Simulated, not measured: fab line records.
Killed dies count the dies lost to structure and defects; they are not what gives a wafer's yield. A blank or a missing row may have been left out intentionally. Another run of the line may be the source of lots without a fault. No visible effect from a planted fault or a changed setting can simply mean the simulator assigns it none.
Code-filled problem report in 8D (eight disciplines) form	flow gf180mcu	the parts of the form that need people (team, actions taken, sign-off) are left out

## 1. WHAT WENT WRONG
Mean of bias_w at GF_M2_METAL_ETCH_16: 178.6 W over 2 wafers from 1 lot, against 140.0 W (standard deviation 0.4) on wafers with no fault. That is +97 standard deviations from the usual mean.
The step: etches the open film in Cl2/BCl3, stops on SiO2, target depth 750.8 nm, time 125.1 s.
First observed at day 22 00:07: wafer L513.2, on rie_metal-01. At this step, 33 wafers from 11 lots have a number in the record. The rule behind "out" and "out of limits": a value lying over 4 standard deviations away from the usual mean. The rest of the wafers with a number are treated as sound.

## 2. WHAT IT IS, AND WHAT IT ISN'T
question	is	is not
which readings at this step	bias_w	bcl3_flow_sccm, drypump_motor_current_A, mfc_cl2_sccm, oes_product_au, throttle_valve_pct
which lots	L513	L509, L518, L520, L521, L522, L523, L524, L525, L526, L528
which wafers of those lots	L513.2, L513.5	L513.1
read on which tools	rie_metal-01	rie_metal-02, rie_metal-03
when	from day 22 00:07	up to then (4 sound wafers); but 27 sound wafers of L518, L520, L521, L522, L523, L524, L525, L526, L528 came after

## 3. WHAT RULES OUT EACH SUSPECT
Counting: any tool at a process step up to the reading remains a suspect provided it ran every lot that is out. Sound lots after the first of them don't rule it out here, since some wafers of a struck lot are sound.
- litho_track-03 at GF_M2_SOFTBAKE_10 (time 62.93 s): kept. It ran the lot that is out, L513 (day 21 11:56).
- rie_metal-01 at GF_M2_METAL_ETCH_16 (etches the open film in Cl2/BCl3, stops on SiO2, target depth 750.8 nm, time 125.1 s): kept. The lot that is out, L513, ran on it at day 22 00:07; the last sound lot it ran before that was L509, at day 20 13:16. Out on those wafers are its own readings of bias_w.
- The sound lot-mates ran in chamber 1 of rie_metal-01 at GF_M2_METAL_ETCH_16, but the wafers that are out ran in chamber 0.
Left after counting: litho_track-03 at GF_M2_SOFTBAKE_10, rie_metal-01 at GF_M2_METAL_ETCH_16.

## 4. THE CAUSE (what the simulator had put in)
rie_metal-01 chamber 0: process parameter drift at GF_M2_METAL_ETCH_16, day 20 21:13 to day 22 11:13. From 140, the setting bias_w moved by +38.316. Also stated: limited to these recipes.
This tool is one of the 2 suspects left after counting.

## 5. THE EFFECT CHAIN, in route order
Rows list readings where the struck wafers' mean (over those with a number) sits beyond 3 standard deviations from the usual. Only readings whose record carries a usual standard deviation are examined. hours: median over the lots of the time between each lot's start at the first step of this table that gives one and its start at this step. sigmas: the change, counted in usual standard deviations.
hours	step	reading	usual	on struck wafers	change	sigmas
0	GF_M2_METAL_ETCH_16	bias_w	140.0 W	178.6	+38.6	+97
0	GF_M2_STRIP_17	strip_time_to_endpoint_s	7.35 s	7.10	-0.25	-6.1
It contains these process steps:
- GF_M2_METAL_ETCH_16: etches the open film in Cl2/BCl3, stops on SiO2, target depth 750.8 nm, time 125.1 s.
- GF_M2_STRIP_17: strips in O2/N2.
Later steps that measure or inspect, where all struck wafers having a row at the step show a number for every such reading and not one has moved that far: GF_V2_THK_MEAS_03.

## 6. HOW IT WOULD HAVE BEEN CAUGHT EARLIER
First out-of-limits reading in this record: day 22 00:07, which is 27 hours after fault onset at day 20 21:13.
